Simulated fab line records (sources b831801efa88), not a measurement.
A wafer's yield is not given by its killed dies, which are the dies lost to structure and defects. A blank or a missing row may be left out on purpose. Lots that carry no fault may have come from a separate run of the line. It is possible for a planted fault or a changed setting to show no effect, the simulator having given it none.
Which of the tools did it? ; flow gf180mcu ; 6 lots, 18 wafers sampled, at 4 steps of a route of 602

== WHAT EACH GAUGE READ, for each wafer ==
GF_NWELL_OVL_MEAS_07.
lot;measured;on;NWELL_OVL (nm)
L202;day 3 23:44;overlay-02;-1.2 -1.6 -0.2
L204;day 4 11:47;overlay-02;0.7 0.9 0.8
L206;day 5 00:34;overlay-01;-0.5 -0.4 0.9
L208;day 5 20:22;overlay-02;-77.1 -77.9 -77.6
L214;day 6 15:38;overlay-01;-77.9 -78.3 -79.6
L215;day 7 00:25;overlay-02;-0.1 0.7 -0.4

== TOOL THAT RAN EACH LOT (tool first, then ch and the chambers of the sampled wafers, then the start) ==
lot;GF_STI_ETCH_14;GF_STI_CMP_25;GF_NWELL_EXPOSE_04
L202;rie si-01 ch 0,2,3, day 2 17:11;cmp-01 ch 1,2,3, day 2 19:07;iline stepper-02 ch 0, day 3 17:04
L204;rie si-01 ch 0,2,3, day 3 02:44;cmp-02 ch 0,2,3, day 3 05:44;iline stepper-01 ch 0, day 4 05:46
L206;rie si-01 ch 0,2,3, day 3 15:26;cmp-01 ch 1,2, day 3 17:56;iline stepper-02 ch 0, day 4 17:53
L208;rie si-02 ch 0,2, day 4 01:20;cmp-01 ch 0,3, day 4 07:14;iline stepper-02 ch 0, day 5 13:11
L214;rie si-01 ch 0,2,3, day 5 06:52;cmp-02 ch 1,2,3, day 5 08:52;iline stepper-02 ch 0, day 6 08:56
L215;rie si-02 ch 0,1,3, day 5 13:46;cmp-02 ch 0,2,3, day 5 15:41;iline stepper-01 ch 0, day 6 17:13
- GF_STI_ETCH_14: etches Si in HBr/Cl2/O2, target depth 360 nm, time 102.9 s.
- GF_STI_CMP_25: polishes, stops on Si3N4, t overpolish 33 s, target thk 524.6 nm.
- GF_NWELL_EXPOSE_04: exposes mask Nwell, target cd 860 nm.

== THE ANSWER, worked out from the rows above alone ==
Rule: the lots themselves supply what counts as usual. The widest of any qualifying gaps counts: lots, ordered by their means at a reading, are off when they make up no more than a third of the lots, leave a main group of 4 or more, and stand apart from it by 3 or more times the standard deviation of that group's means. A main group is skipped when, at the precision printed for the reading in the tables above, its means are all equal. Also off: a lot with no number at a reading for which 4 or more lots have one. All remaining lots with rows at the step are treated as sound.
Off: L208, L214, seen at GF_NWELL_OVL_MEAS_07 (NWELL_OVL). The main group: mean -0.0 nm, standard deviation 0.64.
If a tool, at a process step before that reading, ran all the lots that are off and no sound lot after the first of them, it fits. Those tools and the gauges at GF_NWELL_OVL_MEAS_07 are tried in the same way. One fits: GF_NWELL_EXPOSE_04 on iline stepper-02. Its last sound lot is L206 (day 4 17:53), its first lot that is off L208 (day 5 13:11): a fault that began between those two fits.

== WHAT HAD BEEN PUT IN BY THE SIMULATOR ==
Scanner matching overlay: iline stepper-02, from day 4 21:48 on, at GF_NWELL_EXPOSE_04. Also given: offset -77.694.
Struck lots among those shown: L208, L214. The rule above found the same.
